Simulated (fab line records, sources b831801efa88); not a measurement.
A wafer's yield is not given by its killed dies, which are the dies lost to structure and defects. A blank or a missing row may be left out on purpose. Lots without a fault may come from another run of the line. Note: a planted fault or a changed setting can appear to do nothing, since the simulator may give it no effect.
A lot that was struck, set against a sound lot	flow sky130	17 steps out of a route of 708
Sound: the wafers L236.1, L236.3, L236.4. Wafers struck: L237.1, L237.4, L237.5. The cause is given at the end.
For every step that has rows: the tool of each side, followed by ch and its chambers, followed by its first start. Under that, the readings that differ: sound wafers	struck wafers	difference of the means	sigmas: that difference in standard deviations of wafers without a fault.
alike: readings whose means differ by less than 2 such deviations, and words and numbers that are the same on both sides. not compared: withheld readings, readings that some wafer has no value for, bounds like >300 that may hide the same value, and numbers for which the record gives no deviation and whose values overlap.
A row with sigmas, a row that says differs or no value, or rows on one side alone: a step with any of these is where the two part. Non-overlapping numbers with no deviation appear without sigmas and do not part them. A reading missing from all wafers of one side parts the sides only when that side holds two or more wafers.

first, 3 steps without rows for these wafers: SKY_VIA3_EXPOSE_09 (exposes mask VIM3, target cd 200 nm); SKY_VIA3_PEB_10; SKY_VIA3_DEVELOP_11 (develop time 60 s).
SKY_VIA3_CD_MEAS_12: target cd 200 nm.
  sound on cd-sem-02, day 43 08:10; struck on cd-sem-01, day 43 06:55
  alike: cd-nm
SKY_VIA3_OVL_MEAS_13:
  sound on overlay-02, day 43 08:17; struck on overlay-01, day 43 07:02
  alike: VIA3_OVL
SKY_VIA3_ETCH_14: etches BARC in N2/H2, stops on SiO2, time 45.9 s, target depth 60 nm.
  sound on rie-diel-02 ch 0,1,3, day 43 08:20; struck on rie-diel-01 ch 0,2,3, day 43 07:05
reading	sound	struck	difference	sigmas
oes-product-au (a.u.)	0.865 0.859 0.867	0.853 0.848 0.855	-0.012	-2
throttle-valve-pct (%)	13.230 13.236 13.240	13.216 13.218 13.220	-0.017	-2
  alike: drypump-motor-current-A
  not compared: rf-hours-counter-h
SKY_VIA3_ETCH_15: etches SiO2 in C4F8/O2/Ar, stops on TiN, target depth 507 nm, time 78 s.
  sound on rie-diel-02 ch 0,1,3, day 43 08:22; struck on rie-diel-01 ch 0,2,3, day 43 07:07
  alike: oes-product-au
  not compared: rf-hours-counter-h
SKY_VIA3_STRIP_16: strips in O2/N2.
  sound on plasma-asher-02 ch 0,1, day 43 08:26; struck on plasma-asher-01 ch 1, day 43 07:11
reading	sound	struck	difference	sigmas
strip-time-to-endpoint-s (s)	4.083 4.113 4.080	4.123 4.148 4.135	+0.043	+2
  alike: drypump-motor-current-A, o2-flow-sccm, oes-product-au
  not compared: rf-hours-counter-h
then, 3 steps without rows for these wafers: SKY_VIA3_STRIP_17 (strips in post etch residue remover, time 1200 s); SKY_VIA3_CLEAN_18 (cleans in IPA, time 180 s); SKY_VIA3_CLEAN_19 (cleans in O3/DIW).
SKY_VIA3_SPUTTER_20: material TiN, target thk 20 nm, time 80 s.
  sound on pvd-sputter-03, day 43 09:04; struck on pvd-sputter-02, day 43 07:47
  alike: throttle-valve-pct
SKY_VIA3_CVD_21: deposits W, target thk 390 nm, time 117.31 s.
  sound on cvd-w-02 ch 0,1, day 43 09:08; struck on cvd-w-01 ch 0,1, day 43 07:50
reading	sound	struck	difference	sigmas
chamber-pressure-Torr (Torr)	40.02 39.86 39.84	21.92 22.11 22.02	-17.89	-99 or more
model.W_of_VIA3_CVD_21.thk-nm (nm)	384.9 385 385.4	293.3 294.2 292.8	-91.7	
  alike: heater-power-w
SKY_VIA3_RS_MEAS_22: a four-point-probe measurement.
  sound on film-metro-03, day 43 09:16; struck on film-metro-01, day 43 07:58
reading	sound	struck	difference	sigmas
VIA3_W_RS (ohm/sq)	0.299 0.298 0.298	0.393 0.391 0.393	+0.094	+28
SKY_VIA3_THK_MEAS_23: measures by xrf.
  sound on film-metro-03, day 43 09:23; struck on film-metro-01, day 43 08:05
reading	sound	struck	difference	sigmas
VIA3_W_THK (nm)	358 361 361	292 291 289	-69	-9
SKY_VIA3_CMP_24: polishes, stops on SiO2, t overpolish 20 s, target thk 0 nm.
  sound on cmp-01 ch 1,2,3, day 43 09:26; struck on cmp-01 ch 0,1,2, day 43 08:08
reading	sound	struck	difference	sigmas
time-to-endpoint-s (s)	94 93 89	68 73 72	-21	-6
  alike: head-pressure-psi, motor-current-A, slurry-flow-ml-min
SKY_METAL4_SPUTTER_00: material Ti, target thk 15 nm, time 10 s.
  sound on pvd-sputter-02, day 43 09:44; struck on pvd-sputter-01, day 43 08:26
  alike: throttle-valve-pct

== WHERE THEY PART ==
At SKY_VIA3_ETCH_14 first; at SKY_VIA3_CMP_24 last (within this record only). Later steps at which nothing parts them and some readings are alike: SKY_METAL4_SPUTTER_00.

WHY: the cause the simulator had injected
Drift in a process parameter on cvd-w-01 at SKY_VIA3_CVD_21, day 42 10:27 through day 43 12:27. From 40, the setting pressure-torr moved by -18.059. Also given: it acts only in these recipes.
